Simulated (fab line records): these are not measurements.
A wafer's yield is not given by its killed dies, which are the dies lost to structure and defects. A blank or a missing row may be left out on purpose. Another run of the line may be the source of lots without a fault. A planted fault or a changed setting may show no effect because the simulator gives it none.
Which tool was responsible? | flow sky130 | 33 wafers from 11 lots sampled at 5 of the route's 708 steps

== WHAT EACH GAUGE READ, for each wafer ==
SKY_VIA3_BOW_MEAS_03.
lot  | measured     | on            | VIA3_BOW (um)
L951 | day 39 07:27 | film_metro-02 | 71 82 70
L952 | day 40 05:40 | film_metro-01 | 82 81 85
L953 | day 40 06:59 | film_metro-04 | 86 93 87
L956 | day 41 00:34 | film_metro-01 | 85 67 84
L961 | day 42 05:04 | film_metro-04 | 69 87 78
L963 | day 42 07:31 | film_metro-04 | 77 81 87
L965 | day 43 18:10 | film_metro-02 | 77 74 78
L967 | day 43 18:31 | film_metro-02 | 77 76 92
L970 | day 44 13:47 | film_metro-02 | 85 77 83
L972 | day 44 23:25 | film_metro-01 | 83 98 82
L973 | day 45 02:24 | film_metro-02 | 79 79 92

SKY_VIA3_RS_MEAS_22: a four-point-probe measurement.
lot  | measured     | on            | VIA3_W_RS (ohm/sq)
L951 | day 40 09:10 | film_metro-01 | 0.282 0.283 0.289
L952 | day 41 06:37 | film_metro-02 | 0.289 0.286 0.293
L953 | day 41 08:27 | film_metro-01 | 0.288 0.294 0.287
L956 | day 42 01:42 | film_metro-01 | 0.294 0.294 0.294
L961 | day 43 05:04 | film_metro-02 | 0.284 0.287 0.290
L963 | day 43 07:16 | film_metro-01 | 0.289 0.288 0.291
L965 | day 44 17:25 | film_metro-04 | 0.292 0.294 0.293
L967 | day 44 18:08 | film_metro-01 | 0.292 0.293 0.292
L970 | day 45 11:34 | film_metro-01 | 0.291 0.293 0.295
L972 | day 45 22:00 | film_metro-04 | 0.287 0.288 0.289
L973 | day 46 00:38 | film_metro-02 | 0.284 0.284 0.284

SKY_CAP2M_THK_MEAS_01.
lot  | measured     | on            | CAP2M_CVD_00_THK (nm)
L951 | day 40 09:49 | film_metro-01 | 15.07 15.22 15.46
L952 | day 41 07:17 | film_metro-01 | 15.22 15.50 15.34
L953 | day 41 09:08 | film_metro-03 | 15.24 15.74 15.62
L956 | day 42 02:20 | film_metro-03 | 27.73 28.05 28.16
L961 | day 43 05:43 | film_metro-01 | 27.72 27.85 28.26
L963 | day 43 07:55 | film_metro-01 | 27.97 27.69 28.53
L965 | day 44 18:04 | film_metro-03 | 15.24 15.38 15.43
L967 | day 44 18:47 | film_metro-03 | 15.27 15.06 15.32
L970 | day 45 12:13 | film_metro-03 | 15.07 15.30 15.67
L972 | day 45 22:40 | film_metro-04 | 15.23 15.61 15.65
L973 | day 46 01:17 | film_metro-04 | 15.25 15.43 15.65

== TOOL THAT RAN EACH LOT (tool first, then ch and the chambers of the sampled wafers, then the start) ==
lot  | SKY_METAL4_SPUTTER_01        | SKY_CAP2M_CVD_00
L951 | pvd_sputter-04, day 40 09:40 | pecvd-01 ch 0,2, day 40 09:48
L952 | pvd_sputter-03, day 41 07:07 | pecvd-01 ch 0,2, day 41 07:15
L953 | pvd_sputter-02, day 41 08:59 | pecvd-02 ch 0,2, day 41 09:07
L956 | pvd_sputter-04, day 42 02:10 | pecvd-02 ch 0,1, day 42 02:17
L961 | pvd_sputter-03, day 43 05:34 | pecvd-02 ch 0,1,2, day 43 05:42
L963 | pvd_sputter-03, day 43 07:46 | pecvd-02 ch 0,1,2, day 43 07:54
L965 | pvd_sputter-02, day 44 17:55 | pecvd-01 ch 1,2, day 44 18:02
L967 | pvd_sputter-02, day 44 18:36 | pecvd-04 ch 1,2, day 44 18:45
L970 | pvd_sputter-02, day 45 12:03 | pecvd-01 ch 0,2, day 45 12:11
L972 | pvd_sputter-02, day 45 22:31 | pecvd-02 ch 0,2, day 45 22:38
L973 | pvd_sputter-03, day 46 01:07 | pecvd-04 ch 0,1, day 46 01:14
- SKY_METAL4_SPUTTER_01: material TiN, target thk 20 nm, time 16.7 s.
- SKY_CAP2M_CVD_00: deposits SiO2, target thk 15.5 nm.

== WHAT THE TOOLS THEMSELVES READ (means of the sampled wafers that have a number; where no wafer has one, the mark that the record gives instead) ==
SKY_METAL4_SPUTTER_01.
lot  | tool           | throttle_valve_pct (%)
L951 | pvd_sputter-04 | 29.9
L952 | pvd_sputter-03 | 31.2
L953 | pvd_sputter-02 | 29.1
L956 | pvd_sputter-04 | 30.7
L961 | pvd_sputter-03 | 31.1
L963 | pvd_sputter-03 | 30.7
L965 | pvd_sputter-02 | 29.8
L967 | pvd_sputter-02 | 29.9
L970 | pvd_sputter-02 | 29.4
L972 | pvd_sputter-02 | 28.5
L973 | pvd_sputter-03 | 30.9

SKY_CAP2M_CVD_00.
lot  | tool     | heater_power_w (W) | susceptor_temp_C (C)
L951 | pecvd-01 | 833                | 399.96
L952 | pecvd-01 | 809                | 400.03
L953 | pecvd-02 | 750                | 399.91
L956 | pecvd-02 | 758                | 399.94
L961 | pecvd-02 | 709                | 399.86
L963 | pecvd-02 | 737                | 399.94
L965 | pecvd-01 | 799                | 400.04
L967 | pecvd-04 | 698                | 399.76
L970 | pecvd-01 | 787                | 400.25
L972 | pecvd-02 | 731                | 400.11
L973 | pecvd-04 | 665                | 399.97

== THE ANSWER, worked out from the rows above alone ==
Rule: what is usual is taken from the lots themselves. The widest of any qualifying gaps counts: lots, ordered by their means at a reading, are off when they make up no more than a third of the lots, leave a main group of 4 or more, and stand apart from it by 3 or more times the standard deviation of that group's means. If all means in a main group match to the digits the tables above print for the reading, that group is not used. A lot without any number at a reading at which 4 lots or more have one is off too. Any other lot the step has rows for is counted as sound. The gauges are gone through in route order, then the tools' own readings, and for those a lot's mean is taken as printed above. The first step at which some lot is off is used, and at that step the reading that is off furthest; a lot without a number counts as furthest.
Off: L956, L961, L963, seen at SKY_CAP2M_THK_MEAS_01 (CAP2M_CVD_00_THK). Main group: mean 15.37 nm, sd 0.1.
If a tool, at a process step before that reading, ran all the lots that are off and no sound lot after the first of them, it fits. Those tools and the gauges at SKY_CAP2M_THK_MEAS_01 are tried in the same way. None of those tried fits.

== WHAT WAS PUT IN BY THE SIMULATOR ==
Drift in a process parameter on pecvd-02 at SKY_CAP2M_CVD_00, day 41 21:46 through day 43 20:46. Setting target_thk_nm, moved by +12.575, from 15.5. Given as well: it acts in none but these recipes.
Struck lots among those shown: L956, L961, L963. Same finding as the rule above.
